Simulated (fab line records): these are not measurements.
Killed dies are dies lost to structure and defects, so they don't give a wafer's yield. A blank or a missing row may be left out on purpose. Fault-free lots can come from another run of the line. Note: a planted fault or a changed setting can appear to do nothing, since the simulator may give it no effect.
A single fault, viewed from 2 desks    flow gf180mcu    only its own numbers are on each desk; what lay behind them is given at the end

THE METROLOGY DESK
What the gauges read, lot by lot, whatever tool the lot ran on: means of the sampled wafers that have a number. A lot is out of limits, marked OUT, if its mean lies more than 4 standard deviations from the usual mean; the brackets give that distance.
Columns: A = VT_IMPLANT_4_TW at GF_VT_IMPLANT_TW_MEAS_43, usual 681; B = V1_OVL at GF_V1_OVL_MEAS_15, usual 2 nm; C = M2_OVL at GF_M2_OVL_MEAS_15, usual 1 nm
lot   first seen here  A                     B   C
L503  day 7 23:10      686                   -0  -3
L504  day 8 07:40      683                   7   8
L506  day 8 10:47      683                   2   2
L505  day 8 11:46      681                   6   1
L507  day 8 21:35      682                   -1  1
L508  day 9 03:10      33 (-99 or more) OUT  -   -
L520  day 13 08:19     683                   3   -3
L521  day 13 08:56     680                   2   2
L523  day 13 20:47     686                   -1  -6
L522  day 13 22:08     682                   3   -1
L524  day 14 13:01     673                   2   3
L525  day 14 16:38     683                   2   1
Finding of this desk: L508 out of limits, first seen on L508 at day 9 03:10 (VT_IMPLANT_4_TW at GF_VT_IMPLANT_TW_MEAS_43). L503, L504, L506, L505, L507, L520, L521, L523, L522, L524, L525: within limits.

AT THE TOOL OWNER'S DESK: plasma_asher-04
The tool's own readings at GF_VT_IMPLANT_STRIP_31 (strips in O2/N2): means of the sampled wafers that have a number, for each lot that ran on this tool. A lot is out of limits, marked OUT, if its mean lies more than 4 standard deviations from the usual mean; the brackets give that distance.
Columns: A = drypump_motor_current_A at GF_VT_IMPLANT_STRIP_31, usual 5.61 A; B = heater_power_w at GF_VT_IMPLANT_STRIP_31, usual 323 W; C = o2_flow_sccm at GF_VT_IMPLANT_STRIP_31, usual 2999 sccm; D = oes_product_au at GF_VT_IMPLANT_STRIP_31, usual 0.715 a.u.; E = strip_time_to_endpoint_s at GF_VT_IMPLANT_STRIP_31, usual 12.63 s
lot   first seen here  A     B    C     D                E
L507  day 8 05:25      5.71  366  3001  0.715            12.64
L508  day 8 10:23      5.68  339  2997  0.951 (+51) OUT  -
L520  day 12 12:52     5.70  338  2999  0.718            12.65
L524  day 13 16:23     5.71  374  3011  0.713            12.62
L525  day 13 19:53     5.67  336  3001  0.717            12.66
Finding of this desk: L508 out of limits; the first was L508 at day 8 10:23, on oes_product_au at GF_VT_IMPLANT_STRIP_31. L507, L520, L524, L525: within limits.

BROUGHT TOGETHER
At day 8 10:23, on L508, the tool owner's desk was in a position to raise an alarm.
Metrology desk: alarm possible at day 9 03:10 on L508.
GF_VT_IMPLANT_STRIP_31 was run on plasma_asher-04 by each of the lots named.

WHAT WAS PUT IN BY THE SIMULATOR
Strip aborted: plasma_asher-04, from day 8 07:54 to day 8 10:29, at GF_VT_IMPLANT_STRIP_31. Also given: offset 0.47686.
Lots struck among those shown: L508.
Fault start to first reading out of limits, in hours, per desk: tool owner, 2; metrology, 19.
